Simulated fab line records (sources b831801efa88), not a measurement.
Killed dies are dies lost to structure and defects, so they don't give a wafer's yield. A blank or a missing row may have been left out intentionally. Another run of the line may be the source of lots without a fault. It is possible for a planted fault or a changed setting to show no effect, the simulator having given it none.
Chamber matching | flow sky130 | SKY_CONTACT_CMP_04 on cmp-01: 4 sister chambers
The step polishes SiO2. 8 wafers are shown with their chamber, then 7 later ones without.

EACH WAFER AND ITS CHAMBER
wafer  | chamber | motorCurrentA (A) | timeToEndpointS (s)
L606.1 | 3       | 11.9              | 80
L606.3 | 0       | 12.0              | 87
L610.1 | 1       | 12.7              | 80
L612.2 | 2       | 12.7              | 87
L612.5 | 1       | 13.1              | 85
L612.6 | 0       | 11.8              | 80
L618.2 | 2       | 12.8              | 82
L618.3 | 3       | 13.0              | 76

WAFERS WHOSE CHAMBER IS MISSING
wafer  | motorCurrentA (A) | timeToEndpointS (s)
L618.4 | 11.4              | 85
L621.1 | 12.0              | 87
L621.2 | 12.1              | 90
L621.6 | 12.6              | 83
L627.1 | 12.3              | 87
L627.3 | 13.0              | 82
L627.5 | 12.8              | 84

WHICH CHAMBER EACH WENT THROUGH
wafer  | from the rows above               | in truth
L618.4 | can't be placed: 0 or 3 or 2      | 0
L621.1 | can't be placed: 0 or 2 or 1 or 3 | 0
L621.2 | can't be placed: 0 or 2 or 1 or 3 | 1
L621.6 | can't be placed: 2 or 1 or 3 or 0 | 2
L627.1 | can't be placed: 2 or 0 or 1 or 3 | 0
L627.3 | can't be placed: 1 or 2 or 3      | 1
L627.5 | can't be placed: 2 or 1 or 3 or 0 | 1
Placed correctly: 0 of 7. Cannot be placed on the basis of these rows: 7; the candidates contain the true chamber in 7. Number placed wrongly: 0.
How it was worked out, from the rows above alone: a wafer's distance from a chamber is the root of the sum, over the readings, of the square of ((its reading less the chamber's mean) divided by the reading's scatter). The wafer belongs to the nearest chamber; if the next one is less than 2 further off, it can't be placed. A chamber's mean is the mean of its shown wafers. The scatter: the root of (the sum of the squares of (reading less its chamber's mean) over the shown wafers, divided by (wafers less chambers)).
